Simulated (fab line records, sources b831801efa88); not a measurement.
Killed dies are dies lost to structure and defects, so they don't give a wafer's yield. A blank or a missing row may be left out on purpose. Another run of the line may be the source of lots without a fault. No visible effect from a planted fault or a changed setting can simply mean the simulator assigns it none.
fab line records -- flow sky130
record: lots: 13, wafers: 39, last-day: 50
route steps=708 shown POLY_GATE@204 POLY_CUT@318 SD_P@328 RES_XHIGH@340
lots with no fault: from the same line, run without faults
start-h: the number of hours between the record's first day and the start of the first shown wafer of the lot -- wait-h: hours elapsed since this lot's preceding step -- " unchanged from the row above -- L1.1+2: a single row standing in for several wafers -- - value missing, or start not given -- * or withheld: withheld -- < > ~ a bound
route shown NAME@n: names a module that has steps shown in the file, with the first one's number in the route -- usual: the fault-free wafers' mean and standard deviation -- same: alike in all rows -- chamber/n: place in a boat -- sites: the reading at each site -- _std_site: how widely they spread, as a standard deviation -- _edge_site: inner sites' mean taken away from outer sites' mean -- radius-mm: how far each site lies from the wafer's centre -- mask NAME#n: copy n -- behind: the last tool/chamber to shape the wafer -- hold: what put the lot on hold/how long, in hours/how the hold closed -- device: which transistor (n, p or np) failed to switch -- end of line: the route-end tests of the same wafers -- a step without rows: its recipe alone -- killed: dies that structure and defects cost at the first sort, which is not the same as the wafer's yield -- map: shows each die of a wafer: x if killed, . if not, _ if none is there
set.NAME: the setting as run; set.NAME@STEP: as run at that earlier step -- model.NAME: the simulator's own value behind a step, which no gauge read
steps of the route over a sample of lots; a table a step, a row a wafer
services: the hour from which a tool's chamber was out of use, counted from the record's first day as start-h (under 0 if before that day), plus the number of hours and why
== steps ==
step: SKY_POLY_GATE_CVD_00
recipe: material: poly-Si, target-thk-nm: 180, temp-c: 620, time-s: 720, pressure-mtorr: 200
usual: spike-tc-centre-C: 620.3/1.1
lot.wafer,tool,chamber,start-h,wait-h,spike-tc-centre-C
L722.2,lpcvd-01,1,314.56,0.0,619.9
L722.4,lpcvd-01,1,314.56,0.0,619.0
L722.6,lpcvd-01,1,314.56,0.0,620.6
L723.1,lpcvd-01,1,321.70,0.0,618.6
L723.2,lpcvd-01,1,321.70,0.0,619.1
L723.4,lpcvd-01,1,321.70,0.0,619.6
L725.2,lpcvd-01,0,330.34,0.0,620.7
L725.4,lpcvd-01,0,330.34,0.0,619.1
L725.6,lpcvd-01,0,330.34,0.0,620.6
L727.4,lpcvd-01,0,350.00,0.0,621.7
L727.5,lpcvd-01,0,350.00,0.0,620.4
L727.6,lpcvd-01,0,350.00,0.0,620.3
L728.1,lpcvd-01,1,355.94,0.0,621.1
L728.2,lpcvd-01,1,355.94,0.0,619.7
L728.5,lpcvd-01,1,355.94,0.0,619.4
L729.2,lpcvd-01,0,368.03,0.0,621.1
L729.4,lpcvd-01,0,368.03,0.0,621.9
L729.6,lpcvd-01,0,368.03,0.0,619.0
L731.4,lpcvd-01,0,390.26,0.0,619.5
L731.5,lpcvd-01,0,390.26,0.0,620.2
L731.6,lpcvd-01,0,390.26,0.0,621.0
L732.2,lpcvd-01,0,395.61,0.0,619.6
L732.4,lpcvd-01,0,395.61,0.0,620.5
L732.6,lpcvd-01,0,395.61,0.0,620.4
L733.2,lpcvd-01,1,405.87,0.0,619.6
L733.5,lpcvd-01,1,405.87,0.0,619.3
L733.6,lpcvd-01,1,405.87,0.0,618.5
L735.2,lpcvd-01,0,427.14,0.0,620.0
L735.4,lpcvd-01,0,427.14,0.0,619.8
L735.5,lpcvd-01,0,427.14,0.0,620.1
L737.2,lpcvd-01,0,441.47,0.0,621.4
L737.3,lpcvd-01,0,441.47,0.0,620.8
L737.4,lpcvd-01,0,441.47,0.0,621.6
L744.2,lpcvd-01,0,497.55,0.0,620.7
L744.4,lpcvd-01,0,497.55,0.0,621.3
L744.5,lpcvd-01,0,497.55,0.0,620.3
L745.2,lpcvd-01,1,501.36,0.0,619.5
L745.4,lpcvd-01,1,501.36,0.0,620.5
L745.6,lpcvd-01,1,501.36,0.0,618.6
step: SKY_POLY_GATE_THK_MEAS_01
recipe: reads: poly-Si_of_POLY_GATE_CVD_00
usual: POLY_GATE_CVD_00_THK: 179.8/1.6
lot.wafer,tool,chamber,start-h,wait-h,POLY_GATE_CVD_00_THK[nm]
L722.2,film-metro-01,-,315.77,0.0,177.2
L722.4,film-metro-01,-,315.77,0.0,178.5
L722.6,film-metro-01,-,315.77,0.0,180.0
L723.1,film-metro-04,-,322.91,0.0,179.5
L723.2,film-metro-04,-,322.91,0.0,181.3
L723.4,film-metro-04,-,322.91,0.0,182.1
L725.2,film-metro-03,-,331.55,0.0,177.5
L725.4,film-metro-03,-,331.55,0.0,177.5
L725.6,film-metro-03,-,331.55,0.0,178.9
L727.4,film-metro-03,-,351.23,0.0,177.3
L727.5,film-metro-03,-,351.23,0.0,176.8
L727.6,film-metro-03,-,351.23,0.0,175.9
L728.1,film-metro-03,-,357.14,0.0,179.4
L728.2,film-metro-03,-,357.14,0.0,179.1
L728.5,film-metro-03,-,357.14,0.0,179.9
L729.2,film-metro-03,-,369.24,0.0,178.9
L729.4,film-metro-03,-,369.24,0.0,177.8
L729.6,film-metro-03,-,369.24,0.0,177.6
L731.4,film-metro-01,-,391.49,0.0,179.9
L731.5,film-metro-01,-,391.49,0.0,179.7
L731.6,film-metro-01,-,391.49,0.0,179.9
L732.2,film-metro-03,-,396.82,0.0,181.6
L732.4,film-metro-03,-,396.82,0.0,181.6
L732.6,film-metro-03,-,396.82,0.0,182.6
L733.2,film-metro-01,-,407.08,0.0,179.4
L733.5,film-metro-01,-,407.08,0.0,182.0
L733.6,film-metro-01,-,407.08,0.0,179.8
L735.2,film-metro-01,-,428.35,0.0,177.5
L735.4,film-metro-01,-,428.35,0.0,178.2
L735.5,film-metro-01,-,428.35,0.0,178.2
L737.2,film-metro-03,-,442.68,0.0,181.3
L737.3,film-metro-03,-,442.68,0.0,181.3
L737.4,film-metro-03,-,442.68,0.0,180.0
L744.2,film-metro-03,-,499.36,0.0,310.2
L744.4,film-metro-03,-,499.36,0.0,312.3
L744.5,film-metro-03,-,499.36,0.0,311.9
L745.2,film-metro-04,-,503.17,0.0,182.0
L745.4,film-metro-04,-,503.17,0.0,183.1
L745.6,film-metro-04,-,503.17,0.0,181.6
step: SKY_POLY_CUT_ETCH_11
recipe: target: Si3N4, chemistry: CF4/CH2F2/Ar, stop-on: poly-Si, source-w: 600, bias-w: 150, pressure-mtorr: 40, cf4-flow-sccm: 40, ch2f2-flow-sccm: 20, Ar_flow_sccm: 150, time-s: 42.5, target-depth-a: 600
usual: chamber-pressure-mTorr: 40.00/0.036, drypump-motor-current-A: 5.4/0.44, oes-product-au: 0.828/0.0064, throttle-valve-pct: 14.994/0.01
lot.wafer,tool,chamber,start-h,wait-h,chamber-pressure-mTorr,drypump-motor-current-A,oes-product-au,rf-hours-counter-h,throttle-valve-pct
L722.2,rie-diel-03,2,566.61,0.0,39.99,6.0,0.824,4,14.992
L722.4,rie-diel-03,3,566.61,0.0,39.96,5.8,0.836,12,14.967
L722.6,rie-diel-03,2,566.61,0.0,39.98,6.0,0.834,-,14.988
L723.1,rie-diel-02,1,570.48,0.0,40.04,5.6,0.835,3,14.994
L723.2,rie-diel-02,2,570.48,0.0,39.96,5.5,0.831,14,14.996
L723.4,rie-diel-02,0,570.48,0.0,39.97,4.8,0.832,31,15.001
L725.2,rie-diel-01,0,582.55,0.0,40.00,5.2,0.828,5,15.002
L725.4,rie-diel-01,1,582.55,0.0,40.02,5.8,0.833,1,15.010
L725.6,rie-diel-01,2,582.55,0.0,40.03,5.7,0.829,-,14.993
L727.4,rie-diel-02,1,600.85,0.0,39.97,5.6,0.837,3,14.985
L727.5,rie-diel-02,3,600.85,0.0,39.98,5.2,0.829,-,14.985
L727.6,rie-diel-02,0,600.85,0.0,40.08,4.8,0.828,-,14.991
L728.1,rie-diel-03,0,606.65,0.0,40.02,4.6,0.832,71,14.989
L728.2,rie-diel-03,1,606.65,0.0,40.03,5.0,0.819,63,14.994
L728.5,rie-diel-03,2,606.65,0.0,40.01,5.9,0.816,-,15.010
L729.2,rie-diel-03,1,620.63,0.0,40.03,5.0,0.831,63,15.007
L729.4,rie-diel-03,1,620.63,0.0,40.01,5.0,0.842,-,15.004
L729.6,rie-diel-03,2,620.63,0.0,40.04,6.0,0.837,-,14.991
L731.4,rie-diel-02,2,641.15,0.0,40.05,5.5,0.825,15,14.995
L731.5,rie-diel-02,1,641.15,0.0,39.98,5.6,0.825,-,14.994
L731.6,rie-diel-02,2,641.15,0.0,40.05,5.5,0.831,-,14.990
L732.2,rie-diel-01,0,643.45,0.0,40.01,5.3,0.829,7,14.983
L732.4,rie-diel-01,1,643.45,0.0,39.95,5.7,0.845,2,14.994
L732.6,rie-diel-01,3,643.45,0.0,39.98,6.0,0.834,-,14.980
L733.2,rie-diel-02,2,653.65,0.0,40.05,5.5,0.825,16,15.007
L733.5,rie-diel-02,2,653.65,0.0,39.90,5.5,0.814,-,15.002
L733.6,rie-diel-02,1,653.65,0.0,39.98,5.6,0.822,-,14.999
L735.2,rie-diel-01,1,694.91,0.0,39.98,5.7,0.823,4,14.992
L735.4,rie-diel-01,2,694.91,0.0,39.99,5.7,0.828,4,15.000
L735.5,rie-diel-01,1,694.91,0.0,39.95,5.7,0.828,-,14.985
L737.2,rie-diel-03,1,695.23,0.0,39.93,5.0,0.830,0,15.009
L737.3,rie-diel-03,2,695.23,0.0,39.98,6.0,0.834,7,14.986
L737.4,rie-diel-03,0,695.23,0.0,40.02,4.6,0.832,2,14.993
L744.2,rie-diel-01,3,739.68,0.0,40.01,6.0,0.828,12,14.995
L744.4,rie-diel-01,0,739.68,0.0,40.05,5.3,0.814,9,15.008
L744.5,rie-diel-01,1,739.68,0.0,39.97,5.7,0.818,-,14.991
L745.2,rie-diel-02,0,742.76,0.0,39.98,4.8,0.820,34,14.989
L745.4,rie-diel-02,2,742.76,0.0,39.97,5.5,0.831,17,14.991
L745.6,rie-diel-02,1,742.76,0.0,39.96,5.6,0.840,-,14.979
step: SKY_SD_P_OVL_MEAS_08
usual: SD_P_OVL: -0.3/1.4
lot.wafer,tool,chamber,start-h,wait-h,SD_P_OVL[nm]
L722.2,overlay-01,-,595.83,0.1,0.2
L722.4,overlay-01,-,595.83,0.1,0.9
L722.6,overlay-01,-,595.83,0.1,-0.8
L723.1,overlay-01,-,599.65,0.1,0.8
L723.2,overlay-01,-,599.65,0.1,-0.7
L723.4,overlay-01,-,599.65,0.1,1.3
L725.2,overlay-01,-,611.86,0.1,-0.1
L725.4,overlay-01,-,611.86,0.1,-1.1
L725.6,overlay-01,-,611.86,0.1,-0.9
L727.4,overlay-01,-,630.35,0.1,0.9
L727.5,overlay-01,-,630.35,0.1,-0.8
L727.6,overlay-01,-,630.35,0.1,-0.9
L728.1,overlay-01,-,636.23,0.1,-1.3
L728.2,overlay-01,-,636.23,0.1,-1.9
L728.5,overlay-01,-,636.23,0.1,-0.5
L729.2,overlay-02,-,649.69,0.1,-1.8
L729.4,overlay-02,-,649.69,0.1,-1.8
L729.6,overlay-02,-,649.69,0.1,-1.8
L731.4,overlay-01,-,668.27,0.1,-2.3
L731.5,overlay-01,-,668.27,0.1,-0.8
L731.6,overlay-01,-,668.27,0.1,-1.4
L732.2,overlay-02,-,669.49,0.1,-1.7
L732.4,overlay-02,-,669.49,0.1,-2.6
L732.6,overlay-02,-,669.49,0.1,-2.2
L733.2,overlay-01,-,681.19,0.1,1.9
L733.5,overlay-01,-,681.19,0.1,1.2
L733.6,overlay-01,-,681.19,0.1,-0.9
L735.2,overlay-02,-,722.18,0.1,-2.3
L735.4,overlay-02,-,722.18,0.1,-2.1
L735.5,overlay-02,-,722.18,0.1,-2.1
L737.2,overlay-01,-,722.69,0.1,-2.7
L737.3,overlay-01,-,722.69,0.1,0.1
L737.4,overlay-01,-,722.69,0.1,0.5
L744.2,overlay-01,-,766.49,0.1,0.8
L744.4,overlay-01,-,766.49,0.1,-0.2
L744.5,overlay-01,-,766.49,0.1,1.5
L745.2,overlay-02,-,769.00,0.1,1.3
L745.4,overlay-02,-,769.00,0.1,-0.7
L745.6,overlay-02,-,769.00,0.1,1.0
step: SKY_RES_XHIGH_STRIP_08
recipe: chemistry: O2/N2, power-w: 1400, pressure-mtorr: 1500, platen-temp-c: withheld, o2-flow-sccm: 3000, n2-flow-sccm: 300, overash-fraction: 0.5
usual: chamber-pressure-mTorr: 1500.1/1.4, drypump-motor-current-A: 5.8/0.51, oes-product-au: 0.711/0.0048, strip-time-to-endpoint-s: 14.27/0.044
same: overash-fraction: 0.5
lot.wafer,tool,chamber,start-h,wait-h,chamber-pressure-mTorr,drypump-motor-current-A,oes-product-au,rf-hours-counter-h,strip-time-to-endpoint-s
L722.2,plasma-asher-04,1,625.41,0.1,1498.9,5.7,0.711,17,14.30
L722.4,plasma-asher-04,0,625.41,0.1,1498.2,5.9,0.706,-,14.26
L722.6,plasma-asher-04,0,625.41,0.1,1502.2,5.9,0.702,-,14.29
L723.1,plasma-asher-04,1,628.47,0.1,1499.1,5.7,0.708,17,14.28
L723.2,plasma-asher-04,0,628.47,0.1,1501.2,5.9,0.712,17,14.32
L723.4,plasma-asher-04,0,628.47,0.1,1499.5,6.0,0.714,-,14.31
L725.2,plasma-asher-03,0,641.86,0.1,1501.5,5.2,0.707,54,14.30
L725.4,plasma-asher-03,0,641.86,0.1,1498.7,5.2,0.710,-,14.34
L725.6,plasma-asher-03,1,641.86,0.1,1499.1,6.3,0.713,-,14.35
L727.4,plasma-asher-02,0,658.40,0.1,1503.0,5.1,0.713,-,14.26
L727.5,plasma-asher-02,0,658.40,0.1,1498.0,5.1,0.706,-,14.24
L727.6,plasma-asher-02,1,658.40,0.1,1500.3,6.4,0.715,-,14.25
L728.1,plasma-asher-02,0,663.71,0.1,1499.8,5.1,0.714,94,14.29
L728.2,plasma-asher-02,1,663.71,0.1,1501.2,6.4,0.719,94,14.30
L728.5,plasma-asher-02,0,663.71,0.1,1499.2,5.1,0.709,-,14.30
L729.2,plasma-asher-03,1,674.66,0.1,1502.9,6.3,0.710,58,14.31
L729.4,plasma-asher-03,0,674.66,0.1,1500.7,5.2,0.720,-,14.31
L729.6,plasma-asher-03,0,674.66,0.1,1498.9,5.2,0.718,-,14.29
L731.4,plasma-asher-02,1,697.26,0.1,1496.1,6.4,0.717,-,14.24
L731.5,plasma-asher-02,0,697.26,0.1,1500.4,5.1,0.713,-,14.25
L731.6,plasma-asher-02,1,697.26,0.1,1500.6,6.4,0.712,-,14.24
L732.2,plasma-asher-04,0,698.63,0.1,1499.3,6.0,0.704,25,14.25
L732.4,plasma-asher-04,1,698.63,0.1,1499.4,5.7,0.707,-,14.23
L732.6,plasma-asher-04,1,698.63,0.1,1500.1,5.8,0.714,-,14.24
L733.2,plasma-asher-04,1,709.28,0.1,1500.1,5.7,0.722,25,14.24
L733.5,plasma-asher-04,1,709.28,0.1,1497.7,5.7,0.719,-,14.27
L733.6,plasma-asher-04,0,709.28,0.1,1500.7,6.0,0.718,-,14.23
L735.2,plasma-asher-02,0,749.88,0.1,1498.5,5.1,0.707,1,14.26
L735.4,plasma-asher-02,1,749.88,0.1,1499.9,6.4,0.713,-,14.25
L735.5,plasma-asher-02,0,749.88,0.1,1501.9,5.1,0.716,-,14.22
L737.2,plasma-asher-03,0,750.22,0.1,1497.2,5.2,0.707,65,14.30
L737.3,plasma-asher-03,1,750.22,0.1,1498.8,6.3,0.715,-,14.30
L737.4,plasma-asher-03,0,750.22,0.1,1500.6,5.2,0.721,-,14.32
L744.2,plasma-asher-02,1,794.86,0.1,1501.1,6.4,0.714,5,14.26
L744.4,plasma-asher-02,1,794.86,0.1,1501.5,6.4,0.708,-,14.22
L744.5,plasma-asher-02,0,794.86,0.1,1500.8,5.1,0.712,-,14.23
L745.2,plasma-asher-04,1,796.38,0.1,1499.3,5.7,0.706,34,14.21
L745.4,plasma-asher-04,0,796.38,0.1,1500.2,5.9,0.706,-,14.21
L745.6,plasma-asher-04,1,796.38,0.1,1499.4,5.8,0.704,-,14.22
== services ==
tool,chamber,start-h,hours,kind
rie-diel-01,-,298.28,62.3,repair
rie-diel-03,-,298.90,0.2,repair
rie-diel-03,0,302.59,3.7,repair
plasma-asher-04,-,304.45,1.4,repair
rie-diel-01,0,317.02,14.8,repair
plasma-asher-04,-,321.44,1.1,repair
rie-diel-01,1,324.16,8.3,repair
plasma-asher-02,-,351.98,2.8,pm
rie-diel-01,1,408.55,7.8,repair
plasma-asher-02,-,421.21,13.7,pm
plasma-asher-04,-,421.25,9.0,pm
plasma-asher-04,-,483.96,14.6,pm
rie-diel-03,-,490.41,12.3,repair
rie-diel-02,-,508.64,3.2,repair
rie-diel-03,2,510.72,5.1,repair
rie-diel-03,-,547.29,0.3,repair
plasma-asher-04,-,612.39,9.5,repair
lpcvd-01,-,641.97,6.1,pm
plasma-asher-02,-,733.79,9.0,pm
rie-diel-02,0,734.77,2.6,repair
rie-diel-02,-,766.01,2.8,pm
plasma-asher-04,-,767.72,4.0,repair
rie-diel-02,3,779.24,21.8,repair
rie-diel-02,1,786.98,3.2,repair
== key ==
first-sign: step: SKY_POLY_GATE_THK_MEAS_01, reading: POLY_GATE_CVD_00_THK, direction: up, sigmas: 84, usual: 179.8, struck: 311.5
effect none on later readings
met-at SKY_POLY_GATE_CVD_00
struck-lots L744
struck-wafers L744.2,L744.4,L744.5
later-rows-left-out L744.2,L744.4,L744.5
sort-left-out L744.2,L744.4,L744.5
tester-left-out L744
not-acting-at SKY_POLY_CUT_ETCH_11,SKY_SD_P_OVL_MEAS_08,SKY_RES_XHIGH_STRIP_08
onset-between 441.47 497.55
fault: kind: process-parameter-drift, tool: lpcvd-01, chamber: 0, onset-h: 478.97, steps: SKY_POLY_GATE_CVD_00, channel: target-thk-nm, offset: 131.62, shape: step, end-h: 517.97, stated: 180
tester-left-out: of these lots the tester's yield and bins aren't shown, on N5 and GAA mostly nor the transistor test; their killed dies are dies lost to structure and defects alone, not to doping, threshold or leakage, so they don't give the yield
sort-left-out: the simulated sort isn't trusted on such a fault, so these wafers' sort isn't shown, and their yield isn't known
later-rows-left-out: the simulator's readings of these wafers behind a module that went badly wrong aren't trusted and aren't shown, but for the sort
